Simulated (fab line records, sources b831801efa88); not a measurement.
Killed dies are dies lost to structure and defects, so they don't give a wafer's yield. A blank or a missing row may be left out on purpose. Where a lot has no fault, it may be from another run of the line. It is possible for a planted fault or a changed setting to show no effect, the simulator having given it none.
fab line records :: flow gf180mcu :: part 2 of 2: steps 25 to 33 of 33
record:
  lots: 5
  wafers: 15
  last-day: 34
route steps=602 shown V4@476 MIM@503
lots untouched by any fault: they come from a run of this same line in which no faults occurred
start-h: hours from the record's opening day to when the first of the lot's shown wafers began :: wait-h: how many hours have passed since the lot's step before this one :: " as in the row above :: L1.1+2: one row covering several wafers at once :: - value missing, or start not given :: * or withheld: withheld :: < > ~ a bound
route shown NAME@n: names a module that has steps shown in the file, with the first one's number in the route :: usual: mean/standard deviation of fault-free wafers :: same: alike in all rows :: chamber/n: place in a boat :: sites: the reading at each site :: _std_site: the standard deviation of these :: _edge_site: outer sites' mean less inner sites' :: radius-mm: how far each site lies from the wafer's centre :: mask NAME#n: copy n :: behind: the most recent tool/chamber to have shaped the wafer :: hold: the reason the lot was held/the length of the hold in hours/how it ended :: device: the n, p or np transistor that did not switch :: end of line: tests run on the same wafers once the route is complete :: a step without rows: its recipe alone :: killed: the dies lost at the first sort to structure and to defects; this is not the yield of the wafer :: map: per-die view of a wafer (x killed, . not killed, _ where there is no die)
set.NAME: the run value of the setting; set.NAME@STEP: its run value at that earlier step :: model.NAME: the simulator's own value behind a step, which no gauge read
certain route steps with their lots: each step a table, each wafer a row
services: from which hour (start-h, from the record's first day; less than 0 if before it) a tool's chamber was out of use, for how many hours, and why
== steps ==
step: GF_V4_RS_MEAS_24
recipe:
  thk-meas-gauge: four-point-probe
  reads: W_of_V4_CVD_23+TiN_of_V4_SPUTTER_22+Ti_of_V4_SPUTTER_21
usual:
  V4_W_RS: 0.327/0.0067
lot.wafer: L087.1
tool: film-metro-01
chamber: -
start-h: 674.80
wait-h: 0.1
V4_W_RS[ohm/sq]: 0.329

lot.wafer: L087.4
tool: film-metro-01
chamber: -
start-h: 674.80
wait-h: 0.1
V4_W_RS[ohm/sq]: 0.332

lot.wafer: L087.5
tool: film-metro-01
chamber: -
start-h: 674.80
wait-h: 0.1
V4_W_RS[ohm/sq]: 0.337

lot.wafer: L088.4
tool: film-metro-02
chamber: -
start-h: 684.04
wait-h: 0.1
V4_W_RS[ohm/sq]: 0.332

lot.wafer: L088.5
tool: film-metro-02
chamber: -
start-h: 684.04
wait-h: 0.1
V4_W_RS[ohm/sq]: 0.331

lot.wafer: L088.6
tool: film-metro-02
chamber: -
start-h: 684.04
wait-h: 0.1
V4_W_RS[ohm/sq]: 0.335

lot.wafer: L090.2
tool: film-metro-04
chamber: -
start-h: 698.36
wait-h: 0.1
V4_W_RS[ohm/sq]: 0.330

lot.wafer: L090.3
tool: film-metro-04
chamber: -
start-h: 698.36
wait-h: 0.1
V4_W_RS[ohm/sq]: 0.326

lot.wafer: L090.5
tool: film-metro-04
chamber: -
start-h: 698.36
wait-h: 0.1
V4_W_RS[ohm/sq]: 0.327

lot.wafer: L093.1
tool: film-metro-04
chamber: -
start-h: 721.68
wait-h: 0.1
V4_W_RS[ohm/sq]: 0.331

lot.wafer: L093.2
tool: film-metro-04
chamber: -
start-h: 721.68
wait-h: 0.1
V4_W_RS[ohm/sq]: 0.328

lot.wafer: L093.4
tool: film-metro-04
chamber: -
start-h: 721.68
wait-h: 0.1
V4_W_RS[ohm/sq]: 0.333

lot.wafer: L095.1
tool: film-metro-02
chamber: -
start-h: 729.09
wait-h: 0.1
V4_W_RS[ohm/sq]: 0.337

lot.wafer: L095.2
tool: film-metro-02
chamber: -
start-h: 729.09
wait-h: 0.1
V4_W_RS[ohm/sq]: 0.332

lot.wafer: L095.5
tool: film-metro-02
chamber: -
start-h: 729.09
wait-h: 0.1
V4_W_RS[ohm/sq]: 0.333
step: GF_V4_THK_MEAS_25
recipe:
  thk-meas-gauge: xrf
  reads: W_of_V4_CVD_23
usual:
  V4_W_THK: 360/7.4
lot.wafer: L087.1
tool: film-metro-01
chamber: -
start-h: 674.92
wait-h: 0.1
V4_W_THK[nm]: 358

lot.wafer: L087.4
tool: film-metro-01
chamber: -
start-h: 674.92
wait-h: 0.1
V4_W_THK[nm]: 351

lot.wafer: L087.5
tool: film-metro-01
chamber: -
start-h: 674.92
wait-h: 0.1
V4_W_THK[nm]: 347

lot.wafer: L088.4
tool: film-metro-02
chamber: -
start-h: 684.13
wait-h: 0.1
V4_W_THK[nm]: 358

lot.wafer: L088.5
tool: film-metro-02
chamber: -
start-h: 684.13
wait-h: 0.1
V4_W_THK[nm]: 360

lot.wafer: L088.6
tool: film-metro-02
chamber: -
start-h: 684.13
wait-h: 0.1
V4_W_THK[nm]: 354

lot.wafer: L090.2
tool: film-metro-04
chamber: -
start-h: 698.47
wait-h: 0.1
V4_W_THK[nm]: 359

lot.wafer: L090.3
tool: film-metro-04
chamber: -
start-h: 698.47
wait-h: 0.1
V4_W_THK[nm]: 364

lot.wafer: L090.5
tool: film-metro-04
chamber: -
start-h: 698.47
wait-h: 0.1
V4_W_THK[nm]: 363

lot.wafer: L093.1
tool: film-metro-04
chamber: -
start-h: 721.80
wait-h: 0.1
V4_W_THK[nm]: 358

lot.wafer: L093.2
tool: film-metro-04
chamber: -
start-h: 721.80
wait-h: 0.1
V4_W_THK[nm]: 359

lot.wafer: L093.4
tool: film-metro-04
chamber: -
start-h: 721.80
wait-h: 0.1
V4_W_THK[nm]: 356

lot.wafer: L095.1
tool: film-metro-02
chamber: -
start-h: 729.21
wait-h: 0.1
V4_W_THK[nm]: 354

lot.wafer: L095.2
tool: film-metro-02
chamber: -
start-h: 729.21
wait-h: 0.1
V4_W_THK[nm]: 356

lot.wafer: L095.5
tool: film-metro-02
chamber: -
start-h: 729.21
wait-h: 0.1
V4_W_THK[nm]: 356
step: GF_V4_CMP_26
recipe:
  stop-on: SiO2
  down-force-psi: 3.5
  platen-rpm: 60
  t-overpolish-s: 15
  target-thk-nm: 0
  pad-velocity-m-s: 0.94248
usual:
  motor-current-A: 11.1/1.4
  overpolish-run-s: 15.001/0.0094
  time-to-endpoint-s: 85.1/2.8
lot.wafer: L087.4
tool: cmp-02
chamber: 3
start-h: 674.98
wait-h: 0.0
motor-current-A: 9.6
overpolish-run-s: 15.007
time-to-endpoint-s: 86.1

lot.wafer: L087.1
tool: cmp-02
chamber: 1
start-h: 674.98
wait-h: 0.0
motor-current-A: 9.9
overpolish-run-s: 15.019
time-to-endpoint-s: 88.7

lot.wafer: L087.5
tool: cmp-02
chamber: 0
start-h: 674.98
wait-h: 0.0
motor-current-A: 11.4
overpolish-run-s: 14.995
time-to-endpoint-s: 87.0

lot.wafer: L088.4
tool: cmp-01
chamber: 1
start-h: 684.16
wait-h: 0.0
motor-current-A: 9.4
overpolish-run-s: 15.010
time-to-endpoint-s: 85.5

lot.wafer: L088.5
tool: cmp-01
chamber: 1
start-h: 684.16
wait-h: 0.0
motor-current-A: 10.1
overpolish-run-s: 14.990
time-to-endpoint-s: 86.5

lot.wafer: L088.6
tool: cmp-01
chamber: 2
start-h: 684.16
wait-h: 0.0
motor-current-A: 12.3
overpolish-run-s: 15.018
time-to-endpoint-s: 79.5

lot.wafer: L090.3
tool: cmp-01
chamber: 2
start-h: 698.52
wait-h: 0.0
motor-current-A: 12.6
overpolish-run-s: 14.998
time-to-endpoint-s: 88.1

lot.wafer: L090.2
tool: cmp-01
chamber: 1
start-h: 698.52
wait-h: 0.0
motor-current-A: 10.1
overpolish-run-s: 15.013
time-to-endpoint-s: 86.0

lot.wafer: L090.5
tool: cmp-01
chamber: 3
start-h: 698.52
wait-h: 0.0
motor-current-A: 9.6
overpolish-run-s: 15.019
time-to-endpoint-s: 87.9

lot.wafer: L093.1
tool: cmp-02
chamber: 0
start-h: 721.86
wait-h: 0.1
motor-current-A: 12.4
overpolish-run-s: 15.000
time-to-endpoint-s: 87.5

lot.wafer: L093.4
tool: cmp-02
chamber: 2
start-h: 721.86
wait-h: 0.1
motor-current-A: 12.8
overpolish-run-s: 14.997
time-to-endpoint-s: 83.4

lot.wafer: L093.2
tool: cmp-02
chamber: 3
start-h: 721.86
wait-h: 0.1
motor-current-A: 9.4
overpolish-run-s: 14.991
time-to-endpoint-s: 82.6

lot.wafer: L095.2
tool: cmp-01
chamber: 3
start-h: 729.64
wait-h: 0.4
motor-current-A: 10.0
overpolish-run-s: 14.988
time-to-endpoint-s: 84.2

lot.wafer: L095.1
tool: cmp-01
chamber: 0
start-h: 729.64
wait-h: 0.4
motor-current-A: 11.3
overpolish-run-s: 15.004
time-to-endpoint-s: 85.1

lot.wafer: L095.5
tool: cmp-01
chamber: 2
start-h: 729.64
wait-h: 0.4
motor-current-A: 13.2
overpolish-run-s: 15.005
time-to-endpoint-s: 84.7
step: GF_MIM_SPUTTER_00
recipe:
  material: Ti
  target-thk-nm: 37.5
  arriving-ion-energy-ev: 80
  substrate-temp-c: 200
  chamber-pressure-pa: 2
  power-w: 4000
  time-s: 150
usual:
  throttle-valve-pct: 30.2/0.97
lot.wafer: L087.1
tool: pvd-sputter-03
chamber: -
start-h: 675.28
wait-h: 0.1
throttle-valve-pct: 29.0

lot.wafer: L087.4
tool: pvd-sputter-03
chamber: -
start-h: 675.28
wait-h: 0.1
throttle-valve-pct: 29.1

lot.wafer: L087.5
tool: pvd-sputter-03
chamber: -
start-h: 675.28
wait-h: 0.1
throttle-valve-pct: 29.2

lot.wafer: L088.4
tool: pvd-sputter-03
chamber: -
start-h: 684.46
wait-h: 0.2
throttle-valve-pct: 29.4

lot.wafer: L088.5
tool: pvd-sputter-03
chamber: -
start-h: 684.46
wait-h: 0.2
throttle-valve-pct: 30.1

lot.wafer: L088.6
tool: pvd-sputter-03
chamber: -
start-h: 684.46
wait-h: 0.2
throttle-valve-pct: 31.9

lot.wafer: L090.2
tool: pvd-sputter-03
chamber: -
start-h: 698.82
wait-h: 0.1
throttle-valve-pct: 29.1

lot.wafer: L090.3
tool: pvd-sputter-03
chamber: -
start-h: 698.82
wait-h: 0.1
throttle-valve-pct: 31.8

lot.wafer: L090.5
tool: pvd-sputter-03
chamber: -
start-h: 698.82
wait-h: 0.1
throttle-valve-pct: 30.0

lot.wafer: L093.1
tool: pvd-sputter-04
chamber: -
start-h: 722.16
wait-h: 0.2
throttle-valve-pct: 29.7

lot.wafer: L093.2
tool: pvd-sputter-04
chamber: -
start-h: 722.16
wait-h: 0.2
throttle-valve-pct: 30.1

lot.wafer: L093.4
tool: pvd-sputter-04
chamber: -
start-h: 722.16
wait-h: 0.2
throttle-valve-pct: 29.7

lot.wafer: L095.1
tool: pvd-sputter-04
chamber: -
start-h: 729.89
wait-h: 0.1
throttle-valve-pct: 29.7

lot.wafer: L095.2
tool: pvd-sputter-04
chamber: -
start-h: 729.89
wait-h: 0.1
throttle-valve-pct: 31.2

lot.wafer: L095.5
tool: pvd-sputter-04
chamber: -
start-h: 729.89
wait-h: 0.1
throttle-valve-pct: 29.4
step: GF_MIM_SPUTTER_01
recipe:
  material: TiN
  target-thk-nm: 30
  power-w: 6500
  time-s: 25
  chamber-pressure-pa: 0.4
usual:
  throttle-valve-pct: 30.2/0.96
lot.wafer: L087.1
tool: pvd-sputter-03
chamber: -
start-h: 675.38
wait-h: 0.1
throttle-valve-pct: 29.1

lot.wafer: L087.4
tool: pvd-sputter-03
chamber: -
start-h: 675.38
wait-h: 0.1
throttle-valve-pct: 29.1

lot.wafer: L087.5
tool: pvd-sputter-03
chamber: -
start-h: 675.38
wait-h: 0.1
throttle-valve-pct: 29.3

lot.wafer: L088.4
tool: pvd-sputter-03
chamber: -
start-h: 684.56
wait-h: 0.1
throttle-valve-pct: 29.1

lot.wafer: L088.5
tool: pvd-sputter-03
chamber: -
start-h: 684.56
wait-h: 0.1
throttle-valve-pct: 30.0

lot.wafer: L088.6
tool: pvd-sputter-03
chamber: -
start-h: 684.56
wait-h: 0.1
throttle-valve-pct: 31.9

lot.wafer: L090.2
tool: pvd-sputter-03
chamber: -
start-h: 698.92
wait-h: 0.1
throttle-valve-pct: 29.1

lot.wafer: L090.3
tool: pvd-sputter-03
chamber: -
start-h: 698.92
wait-h: 0.1
throttle-valve-pct: 31.9

lot.wafer: L090.5
tool: pvd-sputter-03
chamber: -
start-h: 698.92
wait-h: 0.1
throttle-valve-pct: 30.1

lot.wafer: L093.1
tool: pvd-sputter-04
chamber: -
start-h: 722.26
wait-h: 0.1
throttle-valve-pct: 29.4

lot.wafer: L093.2
tool: pvd-sputter-04
chamber: -
start-h: 722.26
wait-h: 0.1
throttle-valve-pct: 30.3

lot.wafer: L093.4
tool: pvd-sputter-04
chamber: -
start-h: 722.26
wait-h: 0.1
throttle-valve-pct: 29.4

lot.wafer: L095.1
tool: pvd-sputter-04
chamber: -
start-h: 729.99
wait-h: 0.1
throttle-valve-pct: 29.6

lot.wafer: L095.2
tool: pvd-sputter-04
chamber: -
start-h: 729.99
wait-h: 0.1
throttle-valve-pct: 31.2

lot.wafer: L095.5
tool: pvd-sputter-04
chamber: -
start-h: 729.99
wait-h: 0.1
throttle-valve-pct: 29.6
step: GF_MIM_SPUTTER_02
recipe:
  material: AlCu
  target-thk-nm: 450
  power-w: 10430
  time-s: 23.9
  chamber-pressure-pa: 0.4
usual:
  throttle-valve-pct: 30.2/0.96
lot.wafer: L087.1
tool: pvd-sputter-03
chamber: -
start-h: 675.41
wait-h: 0.0
throttle-valve-pct: 29.2

lot.wafer: L087.4
tool: pvd-sputter-03
chamber: -
start-h: 675.41
wait-h: 0.0
throttle-valve-pct: 29.1

lot.wafer: L087.5
tool: pvd-sputter-03
chamber: -
start-h: 675.41
wait-h: 0.0
throttle-valve-pct: 29.2

lot.wafer: L088.4
tool: pvd-sputter-03
chamber: -
start-h: 684.59
wait-h: 0.0
throttle-valve-pct: 29.3

lot.wafer: L088.5
tool: pvd-sputter-03
chamber: -
start-h: 684.59
wait-h: 0.0
throttle-valve-pct: 30.0

lot.wafer: L088.6
tool: pvd-sputter-03
chamber: -
start-h: 684.59
wait-h: 0.0
throttle-valve-pct: 31.9

lot.wafer: L090.2
tool: pvd-sputter-03
chamber: -
start-h: 698.95
wait-h: 0.0
throttle-valve-pct: 29.3

lot.wafer: L090.3
tool: pvd-sputter-03
chamber: -
start-h: 698.95
wait-h: 0.0
throttle-valve-pct: 32.1

lot.wafer: L090.5
tool: pvd-sputter-03
chamber: -
start-h: 698.95
wait-h: 0.0
throttle-valve-pct: 30.2

lot.wafer: L093.1
tool: pvd-sputter-04
chamber: -
start-h: 722.29
wait-h: 0.0
throttle-valve-pct: 29.5

lot.wafer: L093.2
tool: pvd-sputter-04
chamber: -
start-h: 722.29
wait-h: 0.0
throttle-valve-pct: 30.2

lot.wafer: L093.4
tool: pvd-sputter-04
chamber: -
start-h: 722.29
wait-h: 0.0
throttle-valve-pct: 29.5

lot.wafer: L095.1
tool: pvd-sputter-04
chamber: -
start-h: 730.02
wait-h: 0.0
throttle-valve-pct: 29.6

lot.wafer: L095.2
tool: pvd-sputter-04
chamber: -
start-h: 730.02
wait-h: 0.0
throttle-valve-pct: 31.1

lot.wafer: L095.5
tool: pvd-sputter-04
chamber: -
start-h: 730.02
wait-h: 0.0
throttle-valve-pct: 29.5
step: GF_MIM_SPUTTER_03
recipe:
  material: Ti
  target-thk-nm: 10
  substrate-temp-c: 300
  chamber-pressure-pa: 0.3
  power-w: 3000
  time-s: 6.7
usual:
  throttle-valve-pct: 30.2/0.96
lot.wafer: L087.1
tool: pvd-sputter-03
chamber: -
start-h: 675.44
wait-h: 0.0
throttle-valve-pct: 29.0

lot.wafer: L087.4
tool: pvd-sputter-03
chamber: -
start-h: 675.44
wait-h: 0.0
throttle-valve-pct: 28.8

lot.wafer: L087.5
tool: pvd-sputter-03
chamber: -
start-h: 675.44
wait-h: 0.0
throttle-valve-pct: 29.3

lot.wafer: L088.4
tool: pvd-sputter-03
chamber: -
start-h: 684.62
wait-h: 0.0
throttle-valve-pct: 29.4

lot.wafer: L088.5
tool: pvd-sputter-03
chamber: -
start-h: 684.62
wait-h: 0.0
throttle-valve-pct: 29.7

lot.wafer: L088.6
tool: pvd-sputter-03
chamber: -
start-h: 684.62
wait-h: 0.0
throttle-valve-pct: 31.7

lot.wafer: L090.2
tool: pvd-sputter-03
chamber: -
start-h: 698.98
wait-h: 0.0
throttle-valve-pct: 29.0

lot.wafer: L090.3
tool: pvd-sputter-03
chamber: -
start-h: 698.98
wait-h: 0.0
throttle-valve-pct: 31.8

lot.wafer: L090.5
tool: pvd-sputter-03
chamber: -
start-h: 698.98
wait-h: 0.0
throttle-valve-pct: 29.9

lot.wafer: L093.1
tool: pvd-sputter-04
chamber: -
start-h: 722.32
wait-h: 0.0
throttle-valve-pct: 29.8

lot.wafer: L093.2
tool: pvd-sputter-04
chamber: -
start-h: 722.32
wait-h: 0.0
throttle-valve-pct: 30.2

lot.wafer: L093.4
tool: pvd-sputter-04
chamber: -
start-h: 722.32
wait-h: 0.0
throttle-valve-pct: 29.5

lot.wafer: L095.1
tool: pvd-sputter-04
chamber: -
start-h: 730.05
wait-h: 0.0
throttle-valve-pct: 29.1

lot.wafer: L095.2
tool: pvd-sputter-04
chamber: -
start-h: 730.05
wait-h: 0.0
throttle-valve-pct: 30.9

lot.wafer: L095.5
tool: pvd-sputter-04
chamber: -
start-h: 730.05
wait-h: 0.0
throttle-valve-pct: 29.5
step: GF_MIM_SPUTTER_04
recipe:
  material: TiN
  target-thk-nm: 50
  power-w: 6500
  time-s: 41.7
  chamber-pressure-pa: 0.4
usual:
  throttle-valve-pct: 30.2/0.97
lot.wafer: L087.1
tool: pvd-sputter-03
chamber: -
start-h: 675.46
wait-h: 0.0
throttle-valve-pct: 29.2

lot.wafer: L087.4
tool: pvd-sputter-03
chamber: -
start-h: 675.46
wait-h: 0.0
throttle-valve-pct: 28.9

lot.wafer: L087.5
tool: pvd-sputter-03
chamber: -
start-h: 675.46
wait-h: 0.0
throttle-valve-pct: 29.3

lot.wafer: L088.4
tool: pvd-sputter-03
chamber: -
start-h: 684.64
wait-h: 0.0
throttle-valve-pct: 29.3

lot.wafer: L088.5
tool: pvd-sputter-03
chamber: -
start-h: 684.64
wait-h: 0.0
throttle-valve-pct: 30.2

lot.wafer: L088.6
tool: pvd-sputter-03
chamber: -
start-h: 684.64
wait-h: 0.0
throttle-valve-pct: 31.8

lot.wafer: L090.2
tool: pvd-sputter-03
chamber: -
start-h: 699.00
wait-h: 0.0
throttle-valve-pct: 29.2

lot.wafer: L090.3
tool: pvd-sputter-03
chamber: -
start-h: 699.00
wait-h: 0.0
throttle-valve-pct: 31.7

lot.wafer: L090.5
tool: pvd-sputter-03
chamber: -
start-h: 699.00
wait-h: 0.0
throttle-valve-pct: 29.9

lot.wafer: L093.1
tool: pvd-sputter-04
chamber: -
start-h: 722.34
wait-h: 0.0
throttle-valve-pct: 29.6

lot.wafer: L093.2
tool: pvd-sputter-04
chamber: -
start-h: 722.34
wait-h: 0.0
throttle-valve-pct: 30.2

lot.wafer: L093.4
tool: pvd-sputter-04
chamber: -
start-h: 722.34
wait-h: 0.0
throttle-valve-pct: 29.6

lot.wafer: L095.1
tool: pvd-sputter-04
chamber: -
start-h: 730.07
wait-h: 0.0
throttle-valve-pct: 29.7

lot.wafer: L095.2
tool: pvd-sputter-04
chamber: -
start-h: 730.07
wait-h: 0.0
throttle-valve-pct: 31.1

lot.wafer: L095.5
tool: pvd-sputter-04
chamber: -
start-h: 730.07
wait-h: 0.0
throttle-valve-pct: 29.3
step: GF_MIM_CVD_05
recipe:
  material: Si3N4
  target-thk-nm: 42
  temp-max-c: 400
  temp-c: 385
  time-s: 29.086
  rf-w: 450
usual:
  heater-power-w: 654/87
lot.wafer: L087.1
tool: pecvd-02
chamber: 1
start-h: 675.50
wait-h: 0.0
heater-power-w: 795

lot.wafer: L087.4
tool: pecvd-02
chamber: 0
start-h: 675.50
wait-h: 0.0
heater-power-w: 801

lot.wafer: L087.5
tool: pecvd-02
chamber: 1
start-h: 675.50
wait-h: 0.0
heater-power-w: 789

lot.wafer: L088.4
tool: pecvd-02
chamber: 0
start-h: 684.69
wait-h: 0.0
heater-power-w: 726

lot.wafer: L088.5
tool: pecvd-02
chamber: 1
start-h: 684.69
wait-h: 0.0
heater-power-w: 807

lot.wafer: L088.6
tool: pecvd-02
chamber: 2
start-h: 684.69
wait-h: 0.0
heater-power-w: 591

lot.wafer: L090.2
tool: pecvd-02
chamber: 0
start-h: 699.04
wait-h: 0.0
heater-power-w: 695

lot.wafer: L090.3
tool: pecvd-02
chamber: 2
start-h: 699.04
wait-h: 0.0
heater-power-w: 667

lot.wafer: L090.5
tool: pecvd-02
chamber: 0
start-h: 699.04
wait-h: 0.0
heater-power-w: 704

lot.wafer: L093.1
tool: pecvd-03
chamber: 2
start-h: 722.38
wait-h: 0.0
heater-power-w: 509

lot.wafer: L093.2
tool: pecvd-03
chamber: 0
start-h: 722.38
wait-h: 0.0
heater-power-w: 660

lot.wafer: L093.4
tool: pecvd-03
chamber: 2
start-h: 722.38
wait-h: 0.0
heater-power-w: 523

lot.wafer: L095.1
tool: pecvd-01
chamber: 2
start-h: 730.11
wait-h: 0.0
heater-power-w: 574

lot.wafer: L095.2
tool: pecvd-01
chamber: 1
start-h: 730.11
wait-h: 0.0
heater-power-w: 627

lot.wafer: L095.5
tool: pecvd-01
chamber: 1
start-h: 730.11
wait-h: 0.0
heater-power-w: 644
== services ==
tool: wet-bench-03
chamber: -
start-h: 634.97
hours: 6.6
kind: repair

tool: plasma-asher-04
chamber: -
start-h: 637.86
hours: 5.9
kind: repair

tool: hdpcvd-02
chamber: -
start-h: 639.58
hours: 2.8
kind: pm

tool: cvd-w-01
chamber: -
start-h: 642.13
hours: 1.5
kind: repair

tool: cmp-01
chamber: -
start-h: 650.85
hours: 3.5
kind: repair

tool: cvd-w-01
chamber: -
start-h: 652.95
hours: 6.0
kind: pm

tool: rie-diel-03
chamber: 1
start-h: 654.82
hours: 59.3
kind: repair

tool: pvd-sputter-04
chamber: -
start-h: 661.09
hours: 8.7
kind: repair

tool: cmp-01
chamber: -
start-h: 662.61
hours: 1.3
kind: repair

tool: cmp-01
chamber: -
start-h: 664.09
hours: 1.9
kind: repair

tool: plasma-asher-02
chamber: -
start-h: 665.75
hours: 14.6
kind: pm

tool: pecvd-01
chamber: 0
start-h: 666.36
hours: 5.5
kind: repair

tool: krf-scanner-02
chamber: -
start-h: 668.67
hours: 1.0
kind: pm

tool: krf-scanner-01
chamber: -
start-h: 671.91
hours: 1.0
kind: pm

tool: rie-diel-02
chamber: 3
start-h: 672.21
hours: 9.9
kind: repair

tool: krf-scanner-01
chamber: -
start-h: 685.57
hours: 0.8
kind: pm

tool: cmp-02
chamber: -
start-h: 691.30
hours: 1.6
kind: repair

tool: pvd-sputter-02
chamber: -
start-h: 702.98
hours: 1.9
kind: repair

tool: pecvd-02
chamber: -
start-h: 710.95
hours: 14.4
kind: repair

tool: pvd-sputter-04
chamber: -
start-h: 714.70
hours: 1.3
kind: repair

tool: hdpcvd-02
chamber: -
start-h: 714.94
hours: 6.0
kind: pm

tool: krf-scanner-01
chamber: -
start-h: 720.32
hours: 9.2
kind: repair

tool: krf-scanner-01
chamber: -
start-h: 725.14
hours: 1.0
kind: repair

tool: cmp-02
chamber: -
start-h: 726.37
hours: 4.6
kind: repair
